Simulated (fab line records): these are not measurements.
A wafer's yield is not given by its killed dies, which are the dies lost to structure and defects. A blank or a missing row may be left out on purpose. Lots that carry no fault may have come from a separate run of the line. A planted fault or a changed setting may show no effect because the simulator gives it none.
A struck lot beside a sound one -- flow sky130 -- 15 out of 708 route steps
Sound: wafers L171.1, L171.4, L171.6. Struck: wafers L167.2, L167.5, L167.6. The cause is named last.
At each step with rows: each side's tool, then ch and its chambers, then its first start. Under that, the readings that differ: sound wafers -- struck wafers -- difference of the means -- sigmas: that difference in standard deviations of wafers without a fault.
alike: same words and numbers on both sides, and readings whose means sit less than 2 such deviations apart. not compared: any withheld reading, any reading some wafer has no value for, any bound like >300 that may hide the same value, and any number with overlapping values for which the record gives no deviation.
The two part at a step that has a row with sigmas, a row that says differs or no value, or rows on one side only. When numbers do not overlap yet have no deviation, they are printed without sigmas and do not part them. A reading missing from all wafers of one side parts the sides only when that side holds two or more wafers.

SKY_CAPM_METAL_ETCH_13: etches TiN in Cl2/BCl3, stops on SiO2, target depth 220 nm, time 62.9 s.
  sound on rie-metal-03 ch 0,1, day 42 17:15; struck on rie-metal-02 ch 0,1, day 41 05:34
  alike: drypump-motor-current-A, oes-product-au, throttle-valve-pct
  not compared: rf-hours-counter-h
SKY_CAPM_STRIP_14: strips in O2/N2.
  sound on plasma-asher-03 ch 0, day 42 17:19; struck on plasma-asher-02 ch 0,1, day 41 05:39
  alike: drypump-motor-current-A, oes-product-au, strip-time-to-endpoint-s
  not compared: rf-hours-counter-h
then, 10 steps without rows for these wafers: SKY_CAPM_STRIP_15 (strips in post etch residue remover, time 1200 s); SKY_CAPM_CLEAN_16 (cleans in IPA, time 180 s); SKY_CAPM_CLEAN_17 (cleans in O3/DIW); SKY_METAL3_DEHYDRATE_05 (time 60 s); SKY_METAL3_HMDS_06 (prime time 60 s); SKY_METAL3_COAT_07 (resist thk 60 nm); SKY_METAL3_COAT_08 (resist thk 1140 nm); SKY_METAL3_SOFTBAKE_09 (time 90 s); SKY_METAL3_EXPOSE_10 (exposes mask MM3, target cd 300 nm); SKY_METAL3_PEB_11.
SKY_METAL3_DEVELOP_12: develop time 60 s.
  sound on litho-track-03 ch 0, day 43 16:00; struck on litho-track-01 ch 0, day 42 06:00
reading,sound,struck,difference,sigmas
developer-temp-C (C),21.11 21.14 21.18,21.50 21.75 21.68,+0.50,+5
SKY_METAL3_CD_MEAS_13: the cd target is 300 nm.
  sound on cd-sem-01, day 43 16:22; struck on cd-sem-01, day 42 06:14
  alike: cd-nm
-- the record jumps here: 7 days lie between the struck wafers' starts before and after (it left off in module METAL3 and takes up again in module PAD_OPEN, whose first step shown is number 708 of the route) --
SKY_PAD_OPEN_PROBE_99:
  record: rows for the struck wafers here (prober-02, day 48 18:49), none for the sound ones

WHERE THEY PART
At SKY_METAL3_DEVELOP_12 first; at SKY_PAD_OPEN_PROBE_99 last (within this record only).

WHY: what the simulator had put in
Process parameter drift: litho-track-01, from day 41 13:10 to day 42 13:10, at SKY_METAL3_DEVELOP_12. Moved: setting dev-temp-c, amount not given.
